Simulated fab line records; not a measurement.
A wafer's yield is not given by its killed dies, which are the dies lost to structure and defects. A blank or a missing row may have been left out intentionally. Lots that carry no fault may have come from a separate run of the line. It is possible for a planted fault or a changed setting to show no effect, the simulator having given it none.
A lot that was struck, set against a sound lot -- flow sfq_line -- 37 out of 325 route steps
Sound: wafers L454.1, L454.2, L454.6. Struck: wafer L469.3. (L469.4, L469.6 of the same lot were not struck and are left out.) The cause comes at the end.
For every step that has rows: the tool of each side, followed by ch and its chambers, followed by its first start. Under that, the readings that differ: sound wafers -- struck wafers -- difference of the means -- sigmas: that difference in standard deviations of wafers without a fault.
alike: readings whose means differ by less than 2 such deviations, and words and numbers that are the same on both sides. not compared: withheld readings, readings that some wafer has no value for, bounds like >300 that may hide the same value, and numbers for which the record gives no deviation and whose values overlap.
A row with sigmas, a row that says differs or no value, or rows on one side alone: a step with any of these is where the two part. When numbers do not overlap yet have no deviation, they are printed without sigmas and do not part them. A reading that every wafer of one side lacks parts them only if that side has two wafers or more.

SFQ_R5_THK_MEAS_934: measures by xrf.
  sound: film_metro-03 at day 61 15:06; struck: film_metro-03 at day 73 12:16
  alike: R5_MONX_THK
then, 6 steps without rows for these wafers: SFQ_TRILAYER_R5_LITHO_COAT_141 (resist thk 62 nm); SFQ_TRILAYER_R5_LITHO_COAT_136 (resist thk 600 nm); SFQ_TRILAYER_R5_LITHO_SOFTBAKE_140; SFQ_TRILAYER_R5_LITHO_EXPOSE_137 (exposes mask R5, target cd 500 nm); SFQ_TRILAYER_R5_LITHO_PEB_139 (peb time 60 s); SFQ_TRILAYER_R5_LITHO_DEVELOP_138 (time 60 s).
SFQ_R5_OVL_MEAS_935:
  sound: overlay-02 at day 67 01:44; struck: overlay-02 at day 74 01:51
reading,sound,struck,difference,sigmas
R5_OVL (nm),11 1 4,-13,-18,-3
then, 1 step without rows for these wafers: SFQ_TRILAYER_R5_BARC_OPEN_METAL_ETCH_177 (etches BARC in O2, target depth 125 nm, time 41.7 s).
SFQ_TRILAYER_R5_ETCH_METAL_ETCH_139: etches the open film in Cl2, stops on SiO2, target depth 60 nm, time 40 s.
  sound on rie_metal-02 ch 0,1, day 67 01:50; struck on rie_metal-03 ch 0, day 74 01:57
  alike: chamber_pressure_mTorr, drypump_motor_current_A, he_backside_leak_sccm, oes_product_au
  not compared: rf_hours_counter_h
then, 2 steps without rows for these wafers: SFQ_TRILAYER_R5_STRIP_STRIP_140 (strips in O2); SFQ_TRILAYER_R5_STRIP_SOLV_CLEAN_141 (cleans in NMP, time 600 s).
SFQ_TRILAYER_A5C_DEP_PECVD_142: deposits SiO2 from SiH4/N2O, time 15.556 s, target thk 70 nm.
  sound on pecvd-01 ch 0,2, day 67 02:40; struck on pecvd-02 ch 0, day 74 02:46
reading,sound,struck,difference,sigmas
model.SiO2_of_TRILAYER_A5C_DEP_PECVD_142.thk_nm (nm),70.64 69.83 71.78,66,-5,
  alike: heater_power_w, throttle_valve_pct
then, 6 steps without rows for these wafers: SFQ_TRILAYER_I5_LITHO_COAT_149 (resist thk 62 nm); SFQ_TRILAYER_I5_LITHO_COAT_144 (resist thk 650 nm); SFQ_TRILAYER_I5_LITHO_SOFTBAKE_148; SFQ_TRILAYER_I5_LITHO_EXPOSE_145 (exposes mask I5, target cd 700 nm); SFQ_TRILAYER_I5_LITHO_PEB_147 (peb time 60 s); SFQ_TRILAYER_I5_LITHO_DEVELOP_146 (time 60 s).
SFQ_I5_OVL_MEAS_936:
  sound: overlay-02 at day 67 05:20; struck: overlay-02 at day 74 19:51
  alike: I5_OVL
SFQ_TRILAYER_I5_BARC_OPEN_VIA_ETCH_200: etches BARC in O2, target depth 125 nm, time 41.7 s.
  sound on rie_diel-04 ch 0,2, day 67 05:23; struck on rie_diel-01 ch 3, day 74 19:52
reading,sound,struck,difference,sigmas
oes_product_au (a.u.),0.686 0.678 0.680,0.691,+0.010,+2
  alike: chamber_pressure_mTorr, drypump_motor_current_A
  not compared: rf_hours_counter_h
SFQ_TRILAYER_I5_ETCH_VIA_ETCH_147: etches the open film in CHF3, stops on Nb, target depth 360 nm.
  sound on rie_diel-04 ch 0,2, day 67 05:25; struck on rie_diel-01 ch 3, day 74 19:55
  alike: chamber_pressure_mTorr, drypump_motor_current_A, oes_product_au
then, 8 steps without rows for these wafers: SFQ_TRILAYER_I5_STRIP_STRIP_148 (strips in O2); SFQ_TRILAYER_I5_STRIP_SOLV_CLEAN_149 (cleans in NMP, time 600 s); SFQ_TRILAYER_C5_LITHO_COAT_156 (resist thk 62 nm); SFQ_TRILAYER_C5_LITHO_COAT_151 (resist thk 650 nm); SFQ_TRILAYER_C5_LITHO_SOFTBAKE_155; SFQ_TRILAYER_C5_LITHO_EXPOSE_152 (exposes mask C5, target cd 500 nm); SFQ_TRILAYER_C5_LITHO_PEB_154 (peb time 60 s); SFQ_TRILAYER_C5_LITHO_DEVELOP_153 (time 60 s).
-- the record jumps here: 4 days lie between the struck wafers' starts before and after --
SFQ_C5_OVL_MEAS_937:
  sound: overlay-02 at day 68 22:25; struck: overlay-02 at day 78 14:35
  alike: C5_OVL
SFQ_TRILAYER_C5_BARC_OPEN_VIA_ETCH_210: etches BARC in O2, target depth 125 nm, time 41.7 s.
  sound on rie_diel-04 ch 0,1,3, day 68 22:26; struck on rie_diel-01 ch 2, day 78 14:37
  alike: chamber_pressure_mTorr, drypump_motor_current_A, oes_product_au
  not compared: rf_hours_counter_h
SFQ_TRILAYER_C5_ETCH_VIA_ETCH_154: etches SiO2 in CHF3, stops on Nb, target depth 84 nm.
  sound on rie_diel-04 ch 0,1,3, day 68 22:29; struck on rie_diel-01 ch 2, day 78 14:39
reading,sound,struck,difference,sigmas
oes_product_au (a.u.),0.903 0.892 0.903,0.860,-0.039,-4
model.etch.depth_nm (nm),70.64 69.83 71.78,66,-5,
model.C5.feature_depth_nm (nm),70.64 69.83 71.78,66,-5,
  alike: chamber_pressure_mTorr, drypump_motor_current_A
then, 2 steps without rows for these wafers: SFQ_TRILAYER_C5_STRIP_STRIP_155 (strips in O2); SFQ_TRILAYER_C5_STRIP_SOLV_CLEAN_156 (cleans in NMP, time 600 s).
SFQ_TRILAYER_M6_DEP_PRE_CLEAN_158: time 22.5 s.
  sound: pvd_sputter-05 at day 68 23:31; struck: pvd_sputter-06 at day 78 15:29
reading,sound,struck,difference,sigmas
model.SiO2_of_TRILAYER_A5C_DEP_PECVD_142.thk_nm (nm),63.14 62.33 64.28,58.5,-4.8,
SFQ_TRILAYER_M6_DEP_SPUTTER_157: material Nb, target thk 200 nm, time 133.3 s.
  sound: pvd_sputter-05 at day 68 23:32; struck: pvd_sputter-06 at day 78 15:31
reading,sound,struck,difference,sigmas
throttle_valve_pct (%),26.8 29.7 26.9,31.1,+3.3,+2

## WHERE THEY PART
Earliest at SFQ_R5_OVL_MEAS_935; latest, in this record, at SFQ_TRILAYER_M6_DEP_SPUTTER_157.

WHY: whatever the simulator had introduced
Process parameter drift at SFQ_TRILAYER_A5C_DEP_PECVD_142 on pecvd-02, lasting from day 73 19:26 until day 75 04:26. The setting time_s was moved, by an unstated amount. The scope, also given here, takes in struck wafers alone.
